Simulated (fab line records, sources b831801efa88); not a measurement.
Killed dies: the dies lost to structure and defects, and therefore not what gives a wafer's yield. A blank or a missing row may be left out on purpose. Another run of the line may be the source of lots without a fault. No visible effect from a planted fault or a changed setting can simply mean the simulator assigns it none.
Problem report, 8D (eight disciplines) form, completed by code || flow sky130 || the parts of the form that need people (team, actions taken, sign-off) are left out

1. WHAT WENT WRONG
LOCAL_INTERCONNECT_TIN_RS at SKY_LOCAL_INTERCONNECT_RS_MEAS_01 reads a mean of 35.59 ohm/sq on 1 wafer of 1 lot; wafers without a fault read 14.14 ohm/sq with a standard deviation of 0.16. So: +99 or more standard deviations from the usual mean.
The step: measures by four-point-probe.
The first sign was on wafer L921.2 at day 35 02:45, on film_metro-03. The record holds 33 wafers of 11 lots with a number at this step. The rule behind "out" and "out of limits": a value lying over 4 standard deviations away from the usual mean. Any other wafer with a number is counted as sound.

2. WHAT IT IS; WHAT IT IS NOT
{"question": "which readings at this step", "is": "LOCAL_INTERCONNECT_TIN_RS", "is not": "-"}
{"question": "which lots", "is": "L921", "is not": "L905, L906, L907, L910, L914, L922, L923, L925, L926, L927"}
{"question": "which wafers of those lots", "is": "L921.2", "is not": "L921.3, L921.6"}
{"question": "read on which gauges", "is": "film_metro-03", "is not": "film_metro-02, film_metro-04"}
{"question": "when", "is": "from day 35 02:45", "is not": "up to then (17 sound wafers); but 15 sound wafers of L922, L923, L925, L926, L927 came after"}

3. WHAT RULES OUT EACH SUSPECT
Counting: any tool at a process step up to the reading remains a suspect provided it ran every lot that is out. Sound lots after the first of them don't rule it out here, since some wafers of a struck lot are sound.
- the gauge at SKY_LOCAL_INTERCONNECT_RS_MEAS_01: ruled out. All the wafers that are out were read on film_metro-03, but those of them that SKY_LOCAL_INTERCONNECT_METAL_ETCH_14 has rows for are out there too, on other tools.
- pvd_sputter-02 at SKY_LOCAL_INTERCONNECT_SPUTTER_00 (material TiN, target thk 100 nm, time 83.3 s): kept. The lot that is out, L921, ran on it at day 35 02:40; the last sound lot it ran before that was L914, at day 33 09:23.
After counting, what remains is pvd_sputter-02 at SKY_LOCAL_INTERCONNECT_SPUTTER_00.

4. THE CAUSE (what the simulator had put in)
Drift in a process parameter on pvd_sputter-02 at SKY_LOCAL_INTERCONNECT_SPUTTER_00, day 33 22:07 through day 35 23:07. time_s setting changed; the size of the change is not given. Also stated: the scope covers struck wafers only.
Counting left only this tool.

5. THE EFFECT CHAIN, in route order
Each row: a reading whose mean over the struck wafers that have a number lies more than 3 standard deviations from the usual. Only readings whose record carries a usual standard deviation are examined. hours: median over the lots of the time between each lot's start at the first step of this table that gives one and its start at this step. sigmas: the change, counted in usual standard deviations.
{"hours": 0, "step": "SKY_LOCAL_INTERCONNECT_RS_MEAS_01", "reading": "LOCAL_INTERCONNECT_TIN_RS", "usual": "14.14 ohm/sq", "on struck wafers": 35.59, "change": "+21.45", "sigmas": "+99 or more"}
{"hours": 0, "step": "SKY_LOCAL_INTERCONNECT_THK_MEAS_02", "reading": "LOCAL_INTERCONNECT_TIN_THK", "usual": "100.8 nm", "on struck wafers": 42.3, "change": -58.5, "sigmas": -49}
{"hours": 27, "step": "SKY_LOCAL_INTERCONNECT_METAL_ETCH_14", "reading": "oes_product_au", "usual": "0.942 a.u.", "on struck wafers": 0.621, "change": -0.321, "sigmas": -44}
{"hours": 27, "step": "SKY_LOCAL_INTERCONNECT_METAL_ETCH_14", "reading": "throttle_valve_pct", "usual": "21.900 %", "on struck wafers": 22.109, "change": "+0.209", "sigmas": "+21"}
Here are the process steps it includes:
- SKY_LOCAL_INTERCONNECT_METAL_ETCH_14: etches TiN in Cl2/BCl3, stops on PSG, target depth 110 nm, time 31.4 s.
At these later measuring or inspecting steps, every struck wafer for which the step has a row has a number for every such reading, and none has moved that far: SKY_LOCAL_INTERCONNECT_OVL_MEAS_12.

6. WHAT WOULD HAVE CAUGHT IT SOONER
In this record the first reading out of limits at a measuring or inspecting step was taken at day 35 02:45, 29 hours after the fault began at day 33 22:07.
Tool readings at SKY_LOCAL_INTERCONNECT_SPUTTER_00 with a usual standard deviation given in the record: none out on any struck wafer, hence no alarm at a limit of 4 standard deviations on them.
All the lots that are out (1) had begun SKY_LOCAL_INTERCONNECT_SPUTTER_00 on pvd_sputter-02 by day 35 02:45. A hold on the tool at that time would have spared none of them.
